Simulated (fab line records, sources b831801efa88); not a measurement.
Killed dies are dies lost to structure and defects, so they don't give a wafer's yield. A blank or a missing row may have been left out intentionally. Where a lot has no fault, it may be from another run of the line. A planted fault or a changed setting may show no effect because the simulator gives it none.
Which tool did it? || flow gf180mcu || Sampling: 11 lots, 33 wafers, 5 of 602 route steps

== WHAT THE GAUGES SHOWED, per wafer ==
GF_POLY_GATE_CD_MEAS_18. Usual: cd_nm 280.7 nm, standard deviation 1.9.
{"lot": "L248", "measured": "day 9 08:31", "on": "cd_sem-02", "cd_nm (nm)": "281.7 284.2 281.3", "flag": ""}
{"lot": "L251", "measured": "day 9 23:32", "on": "cd_sem-02", "cd_nm (nm)": "281.7 277.9 280.3", "flag": ""}
{"lot": "L252", "measured": "day 10 07:13", "on": "cd_sem-02", "cd_nm (nm)": "280.1 280.1 284.9", "flag": ""}
{"lot": "L254", "measured": "day 10 23:22", "on": "cd_sem-02", "cd_nm (nm)": "- - -", "flag": "OFF"}
{"lot": "L255", "measured": "day 11 07:53", "on": "cd_sem-02", "cd_nm (nm)": "- - -", "flag": "OFF"}
{"lot": "L264", "measured": "day 13 23:16", "on": "cd_sem-01", "cd_nm (nm)": "279.8 280.0 280.9", "flag": ""}
{"lot": "L265", "measured": "day 14 07:37", "on": "cd_sem-02", "cd_nm (nm)": "278.7 277.9 281.1", "flag": ""}
{"lot": "L267", "measured": "day 14 22:16", "on": "cd_sem-01", "cd_nm (nm)": "281.9 282.2 281.7", "flag": ""}
{"lot": "L269", "measured": "day 15 08:29", "on": "cd_sem-02", "cd_nm (nm)": "283.7 283.9 283.3", "flag": ""}
{"lot": "L270", "measured": "day 15 23:23", "on": "cd_sem-02", "cd_nm (nm)": "282.1 279.3 280.1", "flag": ""}
{"lot": "L271", "measured": "day 16 04:59", "on": "cd_sem-02", "cd_nm (nm)": "281.2 280.9 283.0", "flag": ""}

GF_V2_THK_MEAS_25: measures by xrf. Usual: V2_W_THK typically reads 349 nm, with standard deviation 5.5.
{"lot": "L248", "measured": "day 20 07:17", "on": "film_metro-03", "V2_W_THK (nm)": "355 349 350", "flag": ""}
{"lot": "L251", "measured": "day 21 05:37", "on": "film_metro-04", "V2_W_THK (nm)": "342 348 344", "flag": ""}
{"lot": "L252", "measured": "day 21 21:59", "on": "film_metro-03", "V2_W_THK (nm)": "352 353 353", "flag": ""}
{"lot": "L264", "measured": "day 25 22:43", "on": "film_metro-03", "V2_W_THK (nm)": "352 352 347", "flag": ""}
{"lot": "L265", "measured": "day 26 12:31", "on": "film_metro-04", "V2_W_THK (nm)": "345 347 347", "flag": ""}
{"lot": "L267", "measured": "day 26 22:19", "on": "film_metro-01", "V2_W_THK (nm)": "342 348 342", "flag": ""}
{"lot": "L269", "measured": "day 27 06:53", "on": "film_metro-03", "V2_W_THK (nm)": "350 348 349", "flag": ""}
{"lot": "L270", "measured": "day 27 22:08", "on": "film_metro-01", "V2_W_THK (nm)": "347 350 351", "flag": ""}
{"lot": "L271", "measured": "day 28 01:55", "on": "film_metro-03", "V2_W_THK (nm)": "351 350 349", "flag": ""}

== WHAT TOOL EACH LOT RAN ON (gives the tool, then ch and the chambers of the sampled wafers, and finally the start) ==
{"lot": "L248", "GF_POLY_GATE_ETCH_12": "rie_diel-02 ch 1,2,3, day 9 06:58", "GF_POLY_GATE_ETCH_13": "rie_si-01 ch 2,3, day 9 07:01", "GF_V1_ETCH_17": "rie_diel-04 ch 0,1,3, day 20 07:17 or earlier"}
{"lot": "L251", "GF_POLY_GATE_ETCH_12": "rie_diel-03 ch 1,2,3, day 9 21:26", "GF_POLY_GATE_ETCH_13": "rie_si-01 ch 1,2,3, day 9 21:29", "GF_V1_ETCH_17": "rie_diel-02 ch 0,1,3, day 21 05:37 or earlier"}
{"lot": "L252", "GF_POLY_GATE_ETCH_12": "rie_diel-04 ch 2,3, day 10 05:13", "GF_POLY_GATE_ETCH_13": "rie_si-02 ch 0,1,2, day 10 05:16", "GF_V1_ETCH_17": "rie_diel-02 ch 0,1,3, day 21 21:59 or earlier"}
{"lot": "L254", "GF_POLY_GATE_ETCH_12": "rie_diel-04 ch 1,2, day 10 21:29", "GF_POLY_GATE_ETCH_13": "rie_si-01 ch 0,1,2, day 10 21:32", "GF_V1_ETCH_17": "-"}
{"lot": "L255", "GF_POLY_GATE_ETCH_12": "rie_diel-03 ch 1,2,3, day 11 05:18", "GF_POLY_GATE_ETCH_13": "rie_si-01 ch 1,2, day 11 05:21", "GF_V1_ETCH_17": "-"}
{"lot": "L264", "GF_POLY_GATE_ETCH_12": "rie_diel-02 ch 0,1,2, day 13 21:42", "GF_POLY_GATE_ETCH_13": "rie_si-02 ch 0,1,2, day 13 21:45", "GF_V1_ETCH_17": "rie_diel-02 ch 1,2,3, day 25 22:43 or earlier"}
{"lot": "L265", "GF_POLY_GATE_ETCH_12": "rie_diel-03 ch 0,3, day 14 06:00", "GF_POLY_GATE_ETCH_13": "rie_si-02 ch 1,2,3, day 14 06:03", "GF_V1_ETCH_17": "rie_diel-03 ch 1,2,3, day 26 12:31 or earlier"}
{"lot": "L267", "GF_POLY_GATE_ETCH_12": "rie_diel-03 ch 1,2,3, day 14 20:30", "GF_POLY_GATE_ETCH_13": "rie_si-01 ch 0,2,3, day 14 20:33", "GF_V1_ETCH_17": "rie_diel-04 ch 0,1,2, day 26 22:19 or earlier"}
{"lot": "L269", "GF_POLY_GATE_ETCH_12": "rie_diel-03 ch 0,1,2, day 15 06:52", "GF_POLY_GATE_ETCH_13": "rie_si-01 ch 0,3, day 15 06:53", "GF_V1_ETCH_17": "rie_diel-04 ch 0,1,2, day 27 06:53 or earlier"}
{"lot": "L270", "GF_POLY_GATE_ETCH_12": "rie_diel-04 ch 2,3, day 15 21:29", "GF_POLY_GATE_ETCH_13": "rie_si-01 ch 0,2, day 15 21:32", "GF_V1_ETCH_17": "rie_diel-02 ch 2,3, day 27 22:08 or earlier"}
{"lot": "L271", "GF_POLY_GATE_ETCH_12": "rie_diel-02 ch 1,2, day 16 02:59", "GF_POLY_GATE_ETCH_13": "rie_si-01 ch 1,2,3, day 16 03:03", "GF_V1_ETCH_17": "rie_diel-04 ch 0,2, day 28 01:55 or earlier"}
- GF_POLY_GATE_ETCH_12: etches BARC in N2/H2.
- GF_POLY_GATE_ETCH_13: etches poly-Si in HBr/Cl2, stops on SiO2, target depth 198.5 nm, time 69.6 s.
- GF_V1_ETCH_17: etches SiO2 in C4F8/O2/Ar, stops on TiN, target depth 630 nm.

== WHAT THE TOOLS THEMSELVES READ (means of the sampled wafers that have a number; where no wafer has one, the mark that the record gives instead) ==
GF_POLY_GATE_ETCH_12. Usual: bias_w 100.1 W, standard deviation 0.3; chamber_pressure_mTorr 29.998 mTorr, standard deviation 0.026; drypump_motor_current_A 5.6 A, standard deviation 0.42; oes_product_au 0.735 a.u., standard deviation 0.0052; throttle_valve_pct 13.214 %, standard deviation 0.0089.
{"lot": "L248", "tool": "rie_diel-02", "bias_w (W)": 100.2, "chamber_pressure_mTorr (mTorr)": 30.019, "drypump_motor_current_A (A)": 5.6, "oes_product_au (a.u.)": 0.735, "throttle_valve_pct (%)": 13.218, "flag": ""}
{"lot": "L251", "tool": "rie_diel-03", "bias_w (W)": 100.1, "chamber_pressure_mTorr (mTorr)": 30.010, "drypump_motor_current_A (A)": 5.8, "oes_product_au (a.u.)": 0.735, "throttle_valve_pct (%)": 13.220, "flag": ""}
{"lot": "L252", "tool": "rie_diel-04", "bias_w (W)": 100.1, "chamber_pressure_mTorr (mTorr)": 30.004, "drypump_motor_current_A (A)": 4.8, "oes_product_au (a.u.)": 0.737, "throttle_valve_pct (%)": 13.209, "flag": ""}
{"lot": "L254", "tool": "rie_diel-04", "bias_w (W)": "-", "chamber_pressure_mTorr (mTorr)": "-", "drypump_motor_current_A (A)": "-", "oes_product_au (a.u.)": "-", "throttle_valve_pct (%)": "-", "flag": "OFF"}
{"lot": "L255", "tool": "rie_diel-03", "bias_w (W)": "-", "chamber_pressure_mTorr (mTorr)": "-", "drypump_motor_current_A (A)": "-", "oes_product_au (a.u.)": "-", "throttle_valve_pct (%)": "-", "flag": "OFF"}
{"lot": "L264", "tool": "rie_diel-02", "bias_w (W)": 99.9, "chamber_pressure_mTorr (mTorr)": 29.996, "drypump_motor_current_A (A)": 5.7, "oes_product_au (a.u.)": 0.734, "throttle_valve_pct (%)": 13.207, "flag": ""}
{"lot": "L265", "tool": "rie_diel-03", "bias_w (W)": 100.3, "chamber_pressure_mTorr (mTorr)": 30.023, "drypump_motor_current_A (A)": 5.5, "oes_product_au (a.u.)": 0.734, "throttle_valve_pct (%)": 13.214, "flag": ""}
{"lot": "L267", "tool": "rie_diel-03", "bias_w (W)": 99.8, "chamber_pressure_mTorr (mTorr)": 29.989, "drypump_motor_current_A (A)": 5.8, "oes_product_au (a.u.)": 0.735, "throttle_valve_pct (%)": 13.224, "flag": ""}
{"lot": "L269", "tool": "rie_diel-03", "bias_w (W)": 100.4, "chamber_pressure_mTorr (mTorr)": 30.004, "drypump_motor_current_A (A)": 6.1, "oes_product_au (a.u.)": 0.727, "throttle_valve_pct (%)": 13.219, "flag": ""}
{"lot": "L270", "tool": "rie_diel-04", "bias_w (W)": 100.0, "chamber_pressure_mTorr (mTorr)": 30.001, "drypump_motor_current_A (A)": 4.8, "oes_product_au (a.u.)": 0.736, "throttle_valve_pct (%)": 13.219, "flag": ""}
{"lot": "L271", "tool": "rie_diel-02", "bias_w (W)": 100.2, "chamber_pressure_mTorr (mTorr)": 30.016, "drypump_motor_current_A (A)": 5.5, "oes_product_au (a.u.)": 0.734, "throttle_valve_pct (%)": 13.210, "flag": ""}

GF_POLY_GATE_ETCH_13. Usual: HBr_flow_sccm 150.0 sccm, standard deviation 0.44; bias_w 100.0 W, standard deviation 0.3; drypump_motor_current_A 5.8 A, standard deviation 0.51; oes_product_au 0.988 a.u., standard deviation 0.0086; throttle_valve_pct 33.683 %, standard deviation 0.0086.
{"lot": "L248", "tool": "rie_si-01", "HBr_flow_sccm (sccm)": 150.2, "bias_w (W)": 100.0, "drypump_motor_current_A (A)": 5.8, "oes_product_au (a.u.)": 0.988, "throttle_valve_pct (%)": 33.688, "flag": ""}
{"lot": "L251", "tool": "rie_si-01", "HBr_flow_sccm (sccm)": 149.9, "bias_w (W)": 99.9, "drypump_motor_current_A (A)": 5.6, "oes_product_au (a.u.)": 0.985, "throttle_valve_pct (%)": 33.679, "flag": ""}
{"lot": "L252", "tool": "rie_si-02", "HBr_flow_sccm (sccm)": 150.0, "bias_w (W)": 100.1, "drypump_motor_current_A (A)": 5.6, "oes_product_au (a.u.)": 0.994, "throttle_valve_pct (%)": 33.679, "flag": ""}
{"lot": "L254", "tool": "rie_si-01", "HBr_flow_sccm (sccm)": 150.3, "bias_w (W)": 100.1, "drypump_motor_current_A (A)": 5.7, "oes_product_au (a.u.)": 0.270, "throttle_valve_pct (%)": 33.694, "flag": "OFF"}
{"lot": "L255", "tool": "rie_si-01", "HBr_flow_sccm (sccm)": 150.0, "bias_w (W)": 100.2, "drypump_motor_current_A (A)": 5.5, "oes_product_au (a.u.)": 0.273, "throttle_valve_pct (%)": 33.685, "flag": "OFF"}
{"lot": "L264", "tool": "rie_si-02", "HBr_flow_sccm (sccm)": 149.6, "bias_w (W)": 100.0, "drypump_motor_current_A (A)": 5.6, "oes_product_au (a.u.)": 0.987, "throttle_valve_pct (%)": 33.689, "flag": ""}
{"lot": "L265", "tool": "rie_si-02", "HBr_flow_sccm (sccm)": 149.9, "bias_w (W)": 99.7, "drypump_motor_current_A (A)": 5.4, "oes_product_au (a.u.)": 0.986, "throttle_valve_pct (%)": 33.685, "flag": ""}
{"lot": "L267", "tool": "rie_si-01", "HBr_flow_sccm (sccm)": 149.9, "bias_w (W)": 99.9, "drypump_motor_current_A (A)": 5.9, "oes_product_au (a.u.)": 0.983, "throttle_valve_pct (%)": 33.692, "flag": ""}
{"lot": "L269", "tool": "rie_si-01", "HBr_flow_sccm (sccm)": 149.6, "bias_w (W)": 99.8, "drypump_motor_current_A (A)": 6.1, "oes_product_au (a.u.)": 1.004, "throttle_valve_pct (%)": 33.675, "flag": ""}
{"lot": "L270", "tool": "rie_si-01", "HBr_flow_sccm (sccm)": 149.9, "bias_w (W)": 100.0, "drypump_motor_current_A (A)": 5.7, "oes_product_au (a.u.)": 0.975, "throttle_valve_pct (%)": 33.687, "flag": ""}
{"lot": "L271", "tool": "rie_si-01", "HBr_flow_sccm (sccm)": 150.2, "bias_w (W)": 99.9, "drypump_motor_current_A (A)": 5.7, "oes_product_au (a.u.)": 0.983, "throttle_valve_pct (%)": 33.677, "flag": ""}

GF_V1_ETCH_17. Usual: bias_w 1200 W, standard deviation 3.4; chamber_pressure_mTorr 40.00 mTorr, standard deviation 0.035; oes_product_au 0.856 a.u., standard deviation 0.0047.
{"lot": "L248", "tool": "rie_diel-04", "bias_w (W)": 1197, "chamber_pressure_mTorr (mTorr)": 39.97, "oes_product_au (a.u.)": 0.853, "flag": ""}
{"lot": "L251", "tool": "rie_diel-02", "bias_w (W)": 1204, "chamber_pressure_mTorr (mTorr)": 40.00, "oes_product_au (a.u.)": 0.852, "flag": ""}
{"lot": "L252", "tool": "rie_diel-02", "bias_w (W)": 1200, "chamber_pressure_mTorr (mTorr)": 40.00, "oes_product_au (a.u.)": 0.854, "flag": ""}
{"lot": "L264", "tool": "rie_diel-02", "bias_w (W)": 1199, "chamber_pressure_mTorr (mTorr)": 40.03, "oes_product_au (a.u.)": 0.855, "flag": ""}
{"lot": "L265", "tool": "rie_diel-03", "bias_w (W)": 1198, "chamber_pressure_mTorr (mTorr)": 40.03, "oes_product_au (a.u.)": 0.855, "flag": ""}
{"lot": "L267", "tool": "rie_diel-04", "bias_w (W)": 1201, "chamber_pressure_mTorr (mTorr)": 40.02, "oes_product_au (a.u.)": 0.861, "flag": ""}
{"lot": "L269", "tool": "rie_diel-04", "bias_w (W)": 1198, "chamber_pressure_mTorr (mTorr)": 40.00, "oes_product_au (a.u.)": 0.857, "flag": ""}
{"lot": "L270", "tool": "rie_diel-02", "bias_w (W)": 1201, "chamber_pressure_mTorr (mTorr)": 40.01, "oes_product_au (a.u.)": 0.856, "flag": ""}
{"lot": "L271", "tool": "rie_diel-04", "bias_w (W)": 1204, "chamber_pressure_mTorr (mTorr)": 40.00, "oes_product_au (a.u.)": 0.857, "flag": ""}

== THE ANSWER, worked out from the rows above alone ==
Rule: a lot counts as off when the mean over its wafers that have a number is more than 3 standard deviations away from the usual mean. A lot without any number at a reading at which 4 lots or more have one is off too. Any other lot the step has rows for is counted as sound. First the gauges in route order, then the tools' own readings, where a lot's mean is used as printed above. The first step at which some lot is off is used, and at that step the reading that is off furthest; a lot without a number counts as furthest.
Off at GF_POLY_GATE_CD_MEAS_18 (cd_nm): L254, L255. Without a number there: L254, L255.
A tool fits if, at a process step before that reading, it ran every lot that is off, and no sound lot after the first of them. The gauges at GF_POLY_GATE_CD_MEAS_18 aren't tried: what is off there is off at GF_POLY_GATE_ETCH_12 too, on other tools, and a gauge's error can't cause that. Not one of the candidates tried fits.

== WHAT THE SIMULATOR HAD PUT IN ==
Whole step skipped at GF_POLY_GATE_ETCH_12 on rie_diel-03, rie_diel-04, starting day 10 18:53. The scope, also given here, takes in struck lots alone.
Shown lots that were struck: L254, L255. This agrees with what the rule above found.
